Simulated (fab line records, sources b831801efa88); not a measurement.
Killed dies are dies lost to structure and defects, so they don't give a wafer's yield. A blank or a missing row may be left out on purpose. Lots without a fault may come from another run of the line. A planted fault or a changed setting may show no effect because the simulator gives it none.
Chamber matching | flow gf180mcu | GF_CONTACT_CMP_27 on cmp-02: 4 sister chambers
The step polishes, stops on SiO2, t overpolish 15 s, target thk 0 nm. 4 wafers are shown with their chamber, then 6 later ones without.

WAFERS WITH THEIR CHAMBER
wafer  | chamber | motor_current_A (A)
L260.2 | 3       | 11.3
L267.4 | 2       | 10.3
L270.1 | 1       | 11.3
L270.3 | 0       | 10.7

WAFERS WITHOUT THEIR CHAMBER
wafer  | motor_current_A (A)
L272.4 | 10.8
L274.5 | 10.6
L274.6 | 10.5
L279.4 | 10.8
L279.5 | 11.1
L279.6 | 11.0

WHICH CHAMBER EACH WENT THROUGH
wafer  | from the rows above          | in truth
L272.4 | 0                            | 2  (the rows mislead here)
L274.5 | can't be placed: 0 or 2      | 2
L274.6 | can't be placed: 0 or 2      | 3
L279.4 | 0                            | 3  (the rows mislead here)
L279.5 | can't be placed: 1 or 3 or 0 | 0
L279.6 | can't be placed: 0 or 1 or 3 | 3
Placed correctly: 0 of 6. Can't be placed from these rows: 4 (the true chamber is among the candidates in 3). Placed wrongly: 2.
How it was worked out, from the rows above alone: a wafer's distance from a chamber is the root of the sum, over the readings, of the square of ((its reading less the chamber's mean) divided by the reading's scatter). The wafer belongs to the nearest chamber; if the next one is less than 2 further off, it can't be placed. A chamber's mean is the mean of its shown wafers. The scatter: with one shown wafer a chamber, the root of the mean of the squares of how far each hidden wafer lies from its nearest shown one.
